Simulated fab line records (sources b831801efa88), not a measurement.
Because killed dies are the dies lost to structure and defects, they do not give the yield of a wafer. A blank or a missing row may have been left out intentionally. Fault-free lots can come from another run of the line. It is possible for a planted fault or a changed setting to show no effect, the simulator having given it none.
Which tool did it? / flow gf180mcu / 33 wafers from 11 lots sampled at 7 of the route's 602 steps

== WHAT THE GAUGES READ, wafer by wafer ==
GF_V2_THK_MEAS_03.
lot=L663; measured=day 19 02:19; on=film_metro-04; V2_CVD_02_THK (nm)=840 855 860
lot=L664; measured=day 19 12:13; on=film_metro-01; V2_CVD_02_THK (nm)=831 841 856
lot=L666; measured=day 20 10:14; on=film_metro-01; V2_CVD_02_THK (nm)=841 859 851
lot=L671; measured=day 22 09:44; on=film_metro-04; V2_CVD_02_THK (nm)=845 839 854
lot=L672; measured=day 22 22:19; on=film_metro-01; V2_CVD_02_THK (nm)=836 847 845
lot=L674; measured=day 23 09:35; on=film_metro-01; V2_CVD_02_THK (nm)=857 857 862
lot=L682; measured=day 26 00:23; on=film_metro-04; V2_CVD_02_THK (nm)=828 833 836
lot=L683; measured=day 26 08:28; on=film_metro-01; V2_CVD_02_THK (nm)=836 843 855
lot=L684; measured=day 26 17:39; on=film_metro-04; V2_CVD_02_THK (nm)=849 852 856
lot=L685; measured=day 26 21:23; on=film_metro-03; V2_CVD_02_THK (nm)=838 850 854
lot=L686; measured=day 26 23:40; on=film_metro-03; V2_CVD_02_THK (nm)=858 845 842

GF_V2_RS_MEAS_24: the measuring method here is four-point-probe.
lot=L663; measured=day 20 04:17; on=film_metro-01; V2_W_RS (ohm/sq)=0.3197 0.3220 0.3229
lot=L664; measured=day 20 13:53; on=film_metro-04; V2_W_RS (ohm/sq)=0.3285 0.3303 0.3323
lot=L666; measured=day 21 11:25; on=film_metro-04; V2_W_RS (ohm/sq)=0.3256 0.3326 0.3283
lot=L671; measured=day 23 10:19; on=film_metro-01; V2_W_RS (ohm/sq)=0.3948 0.3215 0.3301
lot=L672; measured=day 23 22:55; on=film_metro-04; V2_W_RS (ohm/sq)=0.4006 0.3257 0.4016
lot=L674; measured=day 24 09:52; on=film_metro-03; V2_W_RS (ohm/sq)=0.3275 0.3284 0.3294
lot=L682; measured=day 26 22:33; on=film_metro-03; V2_W_RS (ohm/sq)=0.3291 0.3239 0.3239
lot=L683; measured=day 27 06:23; on=film_metro-01; V2_W_RS (ohm/sq)=0.3326 0.3333 0.3300
lot=L684; measured=day 27 14:49; on=film_metro-01; V2_W_RS (ohm/sq)=0.3329 0.3300 0.3248
lot=L685; measured=day 27 19:01; on=film_metro-04; V2_W_RS (ohm/sq)=0.3342 0.3290 0.3287
lot=L686; measured=day 27 21:04; on=film_metro-03; V2_W_RS (ohm/sq)=0.3263 0.3287 0.3316

GF_V2_THK_MEAS_25: measures by xrf.
lot=L663; measured=day 20 04:23; on=film_metro-01; V2_W_THK (nm)=368 365 363
lot=L664; measured=day 20 14:00; on=film_metro-04; V2_W_THK (nm)=355 358 355
lot=L666; measured=day 21 11:31; on=film_metro-04; V2_W_THK (nm)=361 351 356
lot=L671; measured=day 23 10:26; on=film_metro-01; V2_W_THK (nm)=294 362 353
lot=L672; measured=day 23 23:01; on=film_metro-04; V2_W_THK (nm)=291 358 289
lot=L674; measured=day 24 09:59; on=film_metro-03; V2_W_THK (nm)=349 348 349
lot=L682; measured=day 26 22:40; on=film_metro-03; V2_W_THK (nm)=350 355 353
lot=L683; measured=day 27 06:31; on=film_metro-01; V2_W_THK (nm)=351 350 353
lot=L684; measured=day 27 14:56; on=film_metro-01; V2_W_THK (nm)=348 352 362
lot=L685; measured=day 27 19:08; on=film_metro-04; V2_W_THK (nm)=347 355 357
lot=L686; measured=day 27 21:09; on=film_metro-03; V2_W_THK (nm)=352 352 345

GF_M3_RS_MEAS_05: the measuring method here is four-point-probe.
lot=L663; measured=day 20 04:59; on=film_metro-04; M3_ALCU_RS (ohm/sq)=0.0688 0.0695 0.0700
lot=L664; measured=day 20 14:35; on=film_metro-02; M3_ALCU_RS (ohm/sq)=0.0696 0.0711 0.0696
lot=L666; measured=day 21 12:07; on=film_metro-02; M3_ALCU_RS (ohm/sq)=0.0681 0.0693 0.0692
lot=L671; measured=day 23 11:01; on=film_metro-04; M3_ALCU_RS (ohm/sq)=0.0698 0.0715 0.0714
lot=L672; measured=day 23 23:37; on=film_metro-02; M3_ALCU_RS (ohm/sq)=0.0697 0.0698 0.0705
lot=L674; measured=day 24 10:34; on=film_metro-02; M3_ALCU_RS (ohm/sq)=0.0716 0.0701 0.0712
lot=L682; measured=day 26 23:18; on=film_metro-02; M3_ALCU_RS (ohm/sq)=0.0682 0.0700 0.0696
lot=L683; measured=day 27 07:05; on=film_metro-01; M3_ALCU_RS (ohm/sq)=0.0701 0.0694 0.0710
lot=L684; measured=day 27 15:31; on=film_metro-01; M3_ALCU_RS (ohm/sq)=0.0703 0.0709 0.0711
lot=L685; measured=day 27 19:43; on=film_metro-01; M3_ALCU_RS (ohm/sq)=0.0703 0.0697 0.0695
lot=L686; measured=day 27 21:46; on=film_metro-01; M3_ALCU_RS (ohm/sq)=0.0690 0.0689 0.0690

== WHICH TOOL RAN EACH LOT (tool, then ch and the chambers of the sampled wafers, then the start) ==
lot=L663; GF_V2_CVD_23=cvd_w-01 ch 1, day 20 04:09; GF_V2_CMP_26=cmp-01 ch 0,3, day 20 04:29; GF_M3_SPUTTER_02=pvd_sputter-03, day 20 04:52
lot=L664; GF_V2_CVD_23=cvd_w-02 ch 0,1, day 20 13:46; GF_V2_CMP_26=cmp-02 ch 0,1,3, day 20 14:04; GF_M3_SPUTTER_02=pvd_sputter-04, day 20 14:29
lot=L666; GF_V2_CVD_23=cvd_w-01 ch 0,1, day 21 11:18; GF_V2_CMP_26=cmp-01 ch 0,3, day 21 11:34; GF_M3_SPUTTER_02=pvd_sputter-04, day 21 11:59
lot=L671; GF_V2_CVD_23=cvd_w-01 ch 0,1, day 23 10:11; GF_V2_CMP_26=cmp-01 ch 0,1, day 23 10:32; GF_M3_SPUTTER_02=pvd_sputter-04, day 23 10:55
lot=L672; GF_V2_CVD_23=cvd_w-01 ch 0,1, day 23 22:48; GF_V2_CMP_26=cmp-02 ch 0,2, day 23 23:07; GF_M3_SPUTTER_02=pvd_sputter-03, day 23 23:29
lot=L674; GF_V2_CVD_23=cvd_w-02 ch 0,1, day 24 09:44; GF_V2_CMP_26=cmp-02 ch 1,2, day 24 10:02; GF_M3_SPUTTER_02=pvd_sputter-04, day 24 10:28
lot=L682; GF_V2_CVD_23=cvd_w-02 ch 0,1, day 26 22:26; GF_V2_CMP_26=cmp-01 ch 0,2,3, day 26 22:47; GF_M3_SPUTTER_02=pvd_sputter-03, day 26 23:13
lot=L683; GF_V2_CVD_23=cvd_w-02 ch 0,1, day 27 06:16; GF_V2_CMP_26=cmp-01 ch 0,1,2, day 27 06:34; GF_M3_SPUTTER_02=pvd_sputter-04, day 27 07:00
lot=L684; GF_V2_CVD_23=cvd_w-02 ch 0,1, day 27 14:42; GF_V2_CMP_26=cmp-02 ch 0,3, day 27 14:59; GF_M3_SPUTTER_02=pvd_sputter-04, day 27 15:25
lot=L685; GF_V2_CVD_23=cvd_w-02 ch 0,1, day 27 18:53; GF_V2_CMP_26=cmp-01 ch 2,3, day 27 19:11; GF_M3_SPUTTER_02=pvd_sputter-01, day 27 19:37
lot=L686; GF_V2_CVD_23=cvd_w-02 ch 0,1, day 27 20:55; GF_V2_CMP_26=cmp-01 ch 0,1,2, day 27 21:17; GF_M3_SPUTTER_02=pvd_sputter-01, day 27 21:37
- GF_V2_CVD_23: deposits W, target thk 350 nm, time 104.94 s.
- GF_V2_CMP_26: polishes, stops on SiO2, t overpolish 15 s, target thk 0 nm.
- GF_M3_SPUTTER_02: material AlCu, target thk 450 nm, time 23.9 s.

== AS READ BY THE TOOLS THEMSELVES (means over the sampled wafers that have a number; for cases with no such wafer, the mark the record gives instead) ==
GF_V2_CVD_23.
lot=L663; tool=cvd_w-01; chamber_pressure_Torr (Torr)=39.96; heater_power_w (W)=739; susceptor_temp_C (C)=400.15
lot=L664; tool=cvd_w-02; chamber_pressure_Torr (Torr)=39.97; heater_power_w (W)=750; susceptor_temp_C (C)=399.86
lot=L666; tool=cvd_w-01; chamber_pressure_Torr (Torr)=40.02; heater_power_w (W)=802; susceptor_temp_C (C)=400.08
lot=L671; tool=cvd_w-01; chamber_pressure_Torr (Torr)=40.04; heater_power_w (W)=848; susceptor_temp_C (C)=396.26
lot=L672; tool=cvd_w-01; chamber_pressure_Torr (Torr)=39.97; heater_power_w (W)=772; susceptor_temp_C (C)=392.55
lot=L674; tool=cvd_w-02; chamber_pressure_Torr (Torr)=40.04; heater_power_w (W)=711; susceptor_temp_C (C)=400.18
lot=L682; tool=cvd_w-02; chamber_pressure_Torr (Torr)=40.02; heater_power_w (W)=752; susceptor_temp_C (C)=399.96
lot=L683; tool=cvd_w-02; chamber_pressure_Torr (Torr)=40.01; heater_power_w (W)=719; susceptor_temp_C (C)=400.09
lot=L684; tool=cvd_w-02; chamber_pressure_Torr (Torr)=40.00; heater_power_w (W)=759; susceptor_temp_C (C)=400.20
lot=L685; tool=cvd_w-02; chamber_pressure_Torr (Torr)=39.99; heater_power_w (W)=747; susceptor_temp_C (C)=400.36
lot=L686; tool=cvd_w-02; chamber_pressure_Torr (Torr)=39.93; heater_power_w (W)=752; susceptor_temp_C (C)=400.14

GF_V2_CMP_26.
lot=L663; tool=cmp-01; edge_zone_pressure_frac=1.002; motor_current_A (A)=10.6; time_to_endpoint_s (s)=85.1
lot=L664; tool=cmp-02; edge_zone_pressure_frac=0.998; motor_current_A (A)=10.7; time_to_endpoint_s (s)=82.2
lot=L666; tool=cmp-01; edge_zone_pressure_frac=1.002; motor_current_A (A)=10.2; time_to_endpoint_s (s)=86.4
lot=L671; tool=cmp-01; edge_zone_pressure_frac=1.004; motor_current_A (A)=10.3; time_to_endpoint_s (s)=75.6
lot=L672; tool=cmp-02; edge_zone_pressure_frac=0.998; motor_current_A (A)=11.5; time_to_endpoint_s (s)=71.7
lot=L674; tool=cmp-02; edge_zone_pressure_frac=0.997; motor_current_A (A)=11.8; time_to_endpoint_s (s)=81.3
lot=L682; tool=cmp-01; edge_zone_pressure_frac=1.001; motor_current_A (A)=10.4; time_to_endpoint_s (s)=84.1
lot=L683; tool=cmp-01; edge_zone_pressure_frac=1.003; motor_current_A (A)=11.0; time_to_endpoint_s (s)=81.3
lot=L684; tool=cmp-02; edge_zone_pressure_frac=1.000; motor_current_A (A)=10.7; time_to_endpoint_s (s)=80.6
lot=L685; tool=cmp-01; edge_zone_pressure_frac=1.000; motor_current_A (A)=10.9; time_to_endpoint_s (s)=81.4
lot=L686; tool=cmp-01; edge_zone_pressure_frac=1.005; motor_current_A (A)=10.5; time_to_endpoint_s (s)=80.5

GF_M3_SPUTTER_02.
lot=L663; tool=pvd_sputter-03; cathode_dc_power_W (W)=10600; throttle_valve_pct (%)=30.0
lot=L664; tool=pvd_sputter-04; cathode_dc_power_W (W)=10598; throttle_valve_pct (%)=30.2
lot=L666; tool=pvd_sputter-04; cathode_dc_power_W (W)=10601; throttle_valve_pct (%)=29.6
lot=L671; tool=pvd_sputter-04; cathode_dc_power_W (W)=10602; throttle_valve_pct (%)=30.2
lot=L672; tool=pvd_sputter-03; cathode_dc_power_W (W)=10599; throttle_valve_pct (%)=30.1
lot=L674; tool=pvd_sputter-04; cathode_dc_power_W (W)=10601; throttle_valve_pct (%)=29.4
lot=L682; tool=pvd_sputter-03; cathode_dc_power_W (W)=10600; throttle_valve_pct (%)=29.9
lot=L683; tool=pvd_sputter-04; cathode_dc_power_W (W)=10600; throttle_valve_pct (%)=30.0
lot=L684; tool=pvd_sputter-04; cathode_dc_power_W (W)=10600; throttle_valve_pct (%)=29.3
lot=L685; tool=pvd_sputter-01; cathode_dc_power_W (W)=10602; throttle_valve_pct (%)=29.1
lot=L686; tool=pvd_sputter-01; cathode_dc_power_W (W)=10600; throttle_valve_pct (%)=28.2

== THE ANSWER, worked out from the rows above alone ==
Rule: what is usual is taken from the lots themselves. Put in order of their means at a reading, lots are off if they are a third of the lots or fewer, leave a main group of 4 or more, and stand apart from it by a gap of 3 or more times the standard deviation of the main group's means; of several such gaps the widest counts. Not used: any main group whose means are identical at the precision the tables above print for the reading. A lot without any number at a reading at which 4 lots or more have one is off too. All remaining lots with rows at the step are treated as sound. The gauges are gone through in route order, then the tools' own readings, and for those a lot's mean is taken as printed above. At the first step where some lot is off, the reading lying furthest off is the one used; lots without a number count as furthest.
Off: at GF_V2_RS_MEAS_24 (V2_W_RS), L671, L672. Main group: mean 0.3284 ohm/sq, sd 0.0029.
A tool fits if, at a process step before that reading, it ran every lot that is off, and no sound lot after the first of them. The gauges at GF_V2_RS_MEAS_24 aren't tried: what is off there is off at GF_V2_CVD_23 too, on other tools, and a gauge's error can't cause that. One fits: GF_V2_CVD_23 on cvd_w-01. Its last sound lot is L666 (day 21 11:18), its first lot that is off L671 (day 23 10:11): a fault that began between those two fits.
On the lots that are off, the tool's own readings at GF_V2_CVD_23 differ by more than 5 times the standard deviation of the sound lots' means, which bears it out; susceptor_temp_C reads 394.40 C there versus 400.11 C on the sound lots.

== WHAT THE SIMULATOR HAD PUT IN ==
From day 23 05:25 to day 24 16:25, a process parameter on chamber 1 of cvd_w-01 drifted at GF_V2_CVD_23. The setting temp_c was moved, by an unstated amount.
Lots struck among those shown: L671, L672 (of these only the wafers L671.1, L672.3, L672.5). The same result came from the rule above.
